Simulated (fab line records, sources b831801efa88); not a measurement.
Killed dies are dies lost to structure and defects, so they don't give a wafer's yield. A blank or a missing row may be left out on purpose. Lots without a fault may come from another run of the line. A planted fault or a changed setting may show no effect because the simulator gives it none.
Problem report in the 8D (eight disciplines) form, filled by code | flow sky130 | the parts of the form that need people (team, actions taken, sign-off) are left out

1. THE PROBLEM
LDD_HVN_TW at SKY_LDD_HVN_TW_MEAS_10 reads a mean of 1322 on 6 wafers of 2 lots; wafers without a fault read 1429 with a standard deviation of 12. That is -8.9 standard deviations from the usual mean.
First seen on wafer L896.2, day 25 19:57, on film_metro-04. The record holds 42 wafers of 14 lots with a number at this step. Rule for "out", or "out of limits": more than 4 standard deviations from the usual mean. The other wafers with a number count as sound.

2. WHAT IT IS AND WHAT IT IS NOT
question                    | is                           | is not
which readings at this step | LDD_HVN_TW                   | -
which lots                  | L896, L899                   | L881, L882, L884, L885, L887, L888, L889, L892, L893, L895, L901, L904
which wafers of those lots  | all that have a number       | -
read on which gauges        | film_metro-01, film_metro-04 | film_metro-02
when                        | from day 25 19:57            | up to then (30 sound wafers); but 6 sound wafers of L901, L904 came after

3. SUSPECTS, AND WHAT RULES EACH OUT
Counting: a tool at a process step up to the reading stays a suspect if it ran every lot that is out and no sound lot after the first of them.
- the gauge at SKY_LDD_HVN_TW_MEAS_10: ruled out. The wafers that are out were read on 2 gauges (film_metro-01, film_metro-04).
- litho_track-01 at SKY_LDD_HVN_DEVELOP_06 (develop time 60 s): kept. It ran every lot that is out, first L896 (day 25 19:31), and no sound lot after that; its last sound lot up to then is L895 (day 25 13:48).
Left after counting: litho_track-01 at SKY_LDD_HVN_DEVELOP_06.

4. THE CAUSE (what the simulator had put in)
Process parameter drift: litho_track-01, from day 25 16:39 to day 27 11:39, at SKY_LDD_HVN_DEVELOP_06. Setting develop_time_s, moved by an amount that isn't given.
Counting left only this tool.

5. THE CHAIN OF EFFECTS, in route order
Each row: a reading whose mean over the struck wafers that have a number lies more than 3 standard deviations from the usual. Only readings for which the record gives a usual standard deviation are gone through. hours: the time from each lot's start at the first step in this table that gives one to its start at this step, as a median over the lots. sigmas: the change in usual standard deviations.
hours | step                   | reading    | usual | on struck wafers | change | sigmas
0     | SKY_LDD_HVN_TW_MEAS_10 | LDD_HVN_TW | 1429  | 1322             | -106   | -8.9
Later measuring or inspecting steps at which every struck wafer that the step has a row for has a number for every such reading, and none has moved that far: SKY_CONTACT_RS_MEAS_25.

6. WHAT WOULD HAVE CAUGHT IT SOONER
In this record the first reading out of limits at a measuring or inspecting step was taken at day 25 19:57, 3 hours after the fault began at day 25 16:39.
Of the tool readings at SKY_LDD_HVN_DEVELOP_06 for which the record gives a usual standard deviation, none was out on any struck wafer, so an alarm limit of 4 standard deviations on them would not have fired.
Of the lots that are out (2), L899 began SKY_LDD_HVN_DEVELOP_06 on litho_track-01 after day 25 19:57. A hold on the tool at that time would have spared it.
